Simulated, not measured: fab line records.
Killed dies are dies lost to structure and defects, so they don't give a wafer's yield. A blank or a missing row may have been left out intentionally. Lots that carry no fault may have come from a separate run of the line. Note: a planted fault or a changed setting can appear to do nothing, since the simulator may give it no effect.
A lot that was struck, set against a sound lot / flow gf180mcu / 14 steps out of a route of 602
Sound: the wafers L379.1, L379.2, L379.5. The struck wafers were L395.2, L395.4, L395.5. Last of all comes the cause.
Per side, at each step with rows, come the tool, then ch with its chambers, and then its first start. Under that, the readings that differ: sound wafers / struck wafers / difference of the means / sigmas: that difference in standard deviations of wafers without a fault.
alike: readings with means less than 2 such deviations apart, plus words and numbers identical on both sides. not compared: withheld readings, readings lacking a value on some wafer, bounds such as >300 that could conceal the same value, and numbers that have no deviation in the record and whose values overlap.
A row with sigmas, a row that says differs or no value, or rows on one side alone: a step with any of these is where the two part. Numbers that don't overlap but have no deviation are shown without sigmas and don't part them. A reading missing from all wafers of one side parts the sides only when that side holds two or more wafers.

first, 4 steps without rows for these wafers: GF_MIM_SOFTBAKE_15 (time 60 s); GF_MIM_EXPOSE_16 (exposes mask FuseTop, target cd 2000 nm); GF_MIM_PEB_17; GF_MIM_DEVELOP_18 (develop time 60 s).
GF_MIM_METAL_ETCH_19: etches the open film in Cl2/BCl3, stops on Si3N4, target depth 324.5 nm, time 54.1 s.
  sound on rieMetal-03 ch 0,1, day 26 19:38; struck on rieMetal-02 ch 0,1, day 31 12:07
  alike: drypumpMotorCurrentA, oesProductAu, throttleValvePct
  not compared: rfHoursCounterH
GF_MIM_STRIP_20: strips in O2/N2.
  sound on plasmaAsher-01 ch 0,1, day 26 19:42; struck on plasmaAsher-03 ch 0,1, day 31 12:11
  alike: drypumpMotorCurrentA, heaterPowerW, oesProductAu, platenTempC, stripTimeToEndpointS
  not compared: rfHoursCounterH
then, 6 steps without rows for these wafers: GF_MIM_STRIP_21 (strips in post etch residue remover, time 1200 s); GF_MIM_CLEAN_22 (cleans in DIW); GF_M5_DEHYDRATE_00 (time 60 s); GF_M5_HMDS_01 (prime time 60 s); GF_M5_COAT_02 (resist thk 1000 nm); GF_M5_SOFTBAKE_03 (time 60 s).
GF_M5_EXPOSE_04: exposes mask Metal5, target cd 280 nm.
  struck on krfScanner-01, day 31 21:14; sound on krfScanner-01 ch 0, day 27 06:17
  no value came back on the struck wafers for exposureDoseMJCm2, focusOffsetNm (nm); on the sound wafers exposureDoseMJCm2 reads 28.006 28.003 27.980
  alike: mask
then, 1 step without rows for these wafers: GF_M5_PEB_05 (peb time 90 s).

## WHERE THEY PART
Only at GF_M5_EXPOSE_04, within this record.

WHY: the cause the simulator had injected
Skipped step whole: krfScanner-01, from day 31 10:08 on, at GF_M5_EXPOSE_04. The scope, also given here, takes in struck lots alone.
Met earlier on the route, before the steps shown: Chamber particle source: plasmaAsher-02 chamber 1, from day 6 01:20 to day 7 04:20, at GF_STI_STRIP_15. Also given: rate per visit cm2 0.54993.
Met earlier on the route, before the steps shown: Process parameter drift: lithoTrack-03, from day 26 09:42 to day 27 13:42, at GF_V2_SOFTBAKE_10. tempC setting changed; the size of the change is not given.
